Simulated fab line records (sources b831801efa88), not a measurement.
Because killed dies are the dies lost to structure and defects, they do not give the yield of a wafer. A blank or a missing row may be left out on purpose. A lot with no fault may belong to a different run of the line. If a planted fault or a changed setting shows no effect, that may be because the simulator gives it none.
Problem report in the 8D (eight disciplines) form, filled by code ; flow gf180mcu ; the parts of the form that need people (team, actions taken, sign-off) are left out

1. WHAT WENT WRONG
Wafers without a fault read 6500.0 W, standard deviation 1.2; cathode-dc-power-W at GF_M3_SPUTTER_04 reads a mean of 7235.4 W on 2 wafers belonging to 2 lots. That is +99 or more standard deviations from the usual mean.
The step: material TiN, target thk 50 nm, time 41.7 s.
First seen on wafer L776.4, day 27 01:43, on pvd-sputter-03. The record holds 18 wafers of 6 lots with a number at this step. Rule for "out", or "out of limits": more than 4 standard deviations from the usual mean. The rest of the wafers with a number are treated as sound.

2. WHAT IT IS AND WHAT IT IS NOT
question;is;is not
which readings at this step;cathode-dc-power-W;chamber-pressure-pa, throttle-valve-pct
which lots;L776, L779;L761, L762, L764, L767
which wafers of those lots;L776.4, L779.5;L776.1, L776.6, L779.1, L779.4
read on which tools;pvd-sputter-03;pvd-sputter-01, pvd-sputter-04
when;from day 27 01:43;"up to then (14 sound wafers); but 2 sound wafers of L779 came after"

3. WHAT RULES OUT EACH SUSPECT
Counting: any tool at a process step up to the reading remains a suspect provided it ran every lot that is out. Sound lots after the first of them don't rule it out here, since some wafers of a struck lot are sound.
- pvd-sputter-04 at GF_V2_SPUTTER_21 (material Ti, target thk 15 nm, time 80.02 s): kept. It processed each lot that is out (first: L776, day 27 00:50); up to then, its last sound lot is L762 (day 21 04:02).
- pvd-sputter-04 at GF_V2_SPUTTER_22 (material TiN, target thk 10 nm, time 40 s): kept. It processed each lot that is out (first: L776, day 27 00:54); up to then, its last sound lot is L762 (day 21 04:05).
- cmp-02 at GF_V2_CMP_26 (polishes, stops on SiO2, t overpolish 15 s, target thk 0 nm): kept. It processed each lot that is out (first: L776, day 27 01:14); up to then, its last sound lot is L764 (day 21 15:56).
- pvd-sputter-03 at GF_M3_SPUTTER_04 (material TiN, target thk 50 nm, time 41.7 s): kept. It processed each lot that is out (first: L776, day 27 01:43); up to then, its last sound lot is L762 (day 21 04:54). Its own cathode-dc-power-W readings are out on those wafers.
- cmp-02, GF_V2_CMP_26: wafers that are out in chamber 3, sound lot-mates in chambers 0, 1, 2.
Left after counting: pvd-sputter-04 at GF_V2_SPUTTER_21, pvd-sputter-04 at GF_V2_SPUTTER_22, cmp-02 at GF_V2_CMP_26, pvd-sputter-03 at GF_M3_SPUTTER_04.

4. THE CAUSE (what the simulator had put in)
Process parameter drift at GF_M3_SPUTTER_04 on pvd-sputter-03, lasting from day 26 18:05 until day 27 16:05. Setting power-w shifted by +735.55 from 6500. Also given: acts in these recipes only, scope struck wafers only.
4 suspects survive the count, and this tool is in that group.

5. SEQUENCE OF EFFECTS, ordered by route
Each row: a reading whose mean over the struck wafers that have a number lies more than 3 standard deviations from the usual. Scope: only readings with a usual standard deviation given in the record; hours: median across lots of the time from each lot's start at the first step in this table that gives one to its start at this step; sigmas: change in usual standard deviations.
hours;step;reading;usual;on struck wafers;change;sigmas
0;GF_M3_SPUTTER_04;cathode-dc-power-W;6500.0 W;7235.4;+735.4;+99 or more
Process steps it contains:
- GF_M3_SPUTTER_04: material TiN, target thk 50 nm, time 41.7 s.
Later measuring or inspecting steps at which every struck wafer that the step has a row for has a number for every such reading, and none has moved that far: GF_M3_RS_MEAS_05, GF_M3_THK_MEAS_06, GF_M3_CD_MEAS_14, GF_M3_OVL_MEAS_15, GF_V3_THK_MEAS_01, GF_V3_THK_MEAS_03, GF_V3_BOW_MEAS_05.

6. WHAT WOULD HAVE CAUGHT IT SOONER
The fault began at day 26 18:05; the first out-of-limits reading in this record came at day 27 01:43, 8 hours later.
